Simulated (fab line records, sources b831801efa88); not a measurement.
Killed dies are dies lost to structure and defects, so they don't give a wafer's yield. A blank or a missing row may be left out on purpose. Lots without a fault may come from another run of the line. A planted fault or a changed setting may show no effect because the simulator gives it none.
A struck lot beside a sound one | flow sky130 | 32 steps out of a route of 708
Sound: wafers L258.1, L258.4, L258.6. Struck: wafer L264.5. (L264.6 of the same lot was not struck and is left out.) The cause comes at the end.
At each step with rows: each side's tool, then ch and its chambers, then its first start. Under that, the readings that differ: sound wafers | struck wafers | difference of the means | sigmas: that difference in standard deviations of wafers without a fault.
alike: readings whose means differ by less than 2 such deviations, and words and numbers that are the same on both sides. not compared: withheld readings, readings that some wafer has no value for, bounds like >300 that may hide the same value, and numbers for which the record gives no deviation and whose values overlap.
The two part at a step that has a row with sigmas, a row that says differs or no value, or rows on one side only. Numbers that don't overlap but have no deviation are shown without sigmas and don't part them. A reading that every wafer of one side lacks parts them only if that side has two wafers or more.

SKY_PWDE_OVL_MEAS_07:
  sound on overlay-01, day 5 06:41; struck on overlay-01, day 6 13:49
  alike: PWDE_OVL
then, 1 step without rows for these wafers: SKY_PWDE_IMPLANT_08.
SKY_PWDE_STRIP_09: strips in O2/N2.
  sound on plasma_asher-04 ch 0,1, day 5 06:52; struck on plasma_asher-01 ch 1, day 6 14:02
  reading                     | sound          | struck | difference | sigmas
  drypump_motor_current_A (A) | 5.40 5.68 5.70 | 5.24   | -0.35      | -2
  alike: o2_flow_sccm, oes_product_au, strip_time_to_endpoint_s
  not compared: rf_hours_counter_h
SKY_PWDE_TW_MEAS_10:
  sound on film_metro-04, day 5 06:58; struck on film_metro-01, day 6 14:07
  alike: PWDE_TW
then, 7 steps without rows for these wafers: SKY_NWELL_DEHYDRATE_03 (time 60 s); SKY_NWELL_HMDS_04 (prime time 60 s); SKY_NWELL_COAT_05 (resist thk 3000 nm); SKY_NWELL_SOFTBAKE_06; SKY_NWELL_EXPOSE_07 (exposes mask NWM, target cd 840 nm); SKY_NWELL_PEB_08; SKY_NWELL_DEVELOP_09 (develop time 60 s).
SKY_NWELL_OVL_MEAS_10:
  sound on overlay-02, day 6 01:00; struck on overlay-02, day 7 08:28
  reading           | sound       | struck | difference | sigmas
  NWELL_00_OVL (nm) | 2.5 1.3 2.9 | -0.8   | -3.0       | -2
SKY_NWELL_IMPLANT_11:
  sound on implanter-04 ch 0, day 6 01:02; struck on implanter-01 ch 0, day 7 08:34
  reading            | sound             | struck | difference | sigmas
  beam_on_s (s)      | 9.77 10.29 10.45  | 7.89   | -2.28      | -11
  faraday_current_uA | 109.4 104.0 101.4 | 135.8  | +30.9      | +14
then, 2 steps without rows for these wafers: SKY_NWELL_IMPLANT_12; SKY_NWELL_IMPLANT_13.
SKY_NWELL_STRIP_14: strips in O2/N2.
  sound on plasma_asher-01 ch 0,1, day 6 01:29; struck on plasma_asher-02 ch 1, day 7 17:14
  alike: drypump_motor_current_A, o2_flow_sccm, oes_product_au, strip_time_to_endpoint_s
  not compared: rf_hours_counter_h
SKY_NWELL_TW_MEAS_15:
  sound on film_metro-01, day 6 01:35; struck on film_metro-02, day 7 17:18
  reading  | sound          | struck | difference | sigmas
  NWELL_TW | 1817 1819 1813 | 1664   | -152       | -11
then, 7 steps without rows for these wafers: SKY_NWELL_DEHYDRATE_16 (time 60 s); SKY_NWELL_HMDS_17 (prime time 60 s); SKY_NWELL_COAT_18 (resist thk 3000 nm); SKY_NWELL_SOFTBAKE_19; SKY_NWELL_EXPOSE_20 (exposes mask NWM COMPLEMENT, target cd 840 nm); SKY_NWELL_PEB_21; SKY_NWELL_DEVELOP_22 (develop time 60 s).
SKY_NWELL_OVL_MEAS_23:
  sound on overlay-02, day 6 19:18; struck on overlay-01, day 8 13:31
  reading           | sound          | struck | difference | sigmas
  NWELL_01_OVL (nm) | -1.2 -0.5 -0.4 | 2.9    | +3.6       | +3
then, 1 step without rows for these wafers: SKY_NWELL_IMPLANT_24.
SKY_NWELL_STRIP_25: strips in O2/N2.
  sound on plasma_asher-03 ch 0,1, day 6 19:29; struck on plasma_asher-01 ch 1, day 8 13:44
  alike: drypump_motor_current_A, o2_flow_sccm, oes_product_au, strip_time_to_endpoint_s
  not compared: rf_hours_counter_h
SKY_NWELL_TW_MEAS_26:
  sound on film_metro-04, day 6 19:35; struck on film_metro-04, day 8 13:49
  alike: NWELL_2_TW
then, 1 step without rows for these wafers: SKY_NWELL_CLEAN_27 (cleans in SC1/SC2, time 150 s).
SKY_NWELL_RTA_28: time 30 s.
  sound on rtp_anneal-01 ch 0, day 6 19:42; struck on rtp_anneal-02 ch 0, day 8 13:57
  alike: anneal_temp_c_max, lamp_power_pct, wafer_temp_C_max
SKY_NWELL_RS_MEAS_29: measures by four-point-probe.
  sound on film_metro-01, day 6 19:48; struck on film_metro-04, day 8 14:04
  reading           | sound             | struck | difference | sigmas
  NWELL_RS (ohm/sq) | 626.7 629.0 627.5 | 715.6  | +87.9      | +59
-- the record jumps here: 41 days lie between the struck wafers' starts before and after (it left off in module NWELL and takes up again in module PAD_OPEN, whose first step shown is number 708 of the route) --
SKY_PAD_OPEN_PROBE_99:
  sound on prober-02, day 47 05:48; struck on prober-01, day 49 02:46
  reading                                 | sound                        | struck    | difference | sigmas
  killed_at_other                         | 1 0 1                        | 3         | +2         | +4
  killed_dies                             | 86 84 86                     | 103       | +18        | +2
  model.etest.nfet_16v.r_on_ohm_um        | 1.462e+04 1.465e+04 1.48e+04 | 1.504e+04 | +3.500e+02 |
  model.etest.res_nwell.line_ohm_um       | 1034 1068 1043               | 1382      | +334       |
  model.etest.res_nwell.rs_ohm_sq         | 867.8 908.5 894.1            | 1130      | +240       |
  model.etest.res_iso_pwell.width_nm (nm) | 2625 2624 2633               | 2682      | +55        |
  model.etest.res_nwell.width_nm (nm)     | 855.8 864.3 854              | 815.3     | -42.7      |
  model.etest.pfet_16v.drive_ua_um        | 250.3 243.4 246.8            | 255       | +8         |
  model.etest.field_p.vt_v (V)            | -37.98 -40.95 -39.48         | -37.63    | +1.84      |
  alike: killed_at_M0_to_M3, killed_at_M4_up, killed_at_contacts, killed_at_front_end, killed_open, killed_short
  not compared: model.etest.tip_p_5v.rs_ohm_sq

WHERE THEY PART
First at SKY_PWDE_STRIP_09; last, within this record, at SKY_PAD_OPEN_PROBE_99.

WHY: what the simulator had put in
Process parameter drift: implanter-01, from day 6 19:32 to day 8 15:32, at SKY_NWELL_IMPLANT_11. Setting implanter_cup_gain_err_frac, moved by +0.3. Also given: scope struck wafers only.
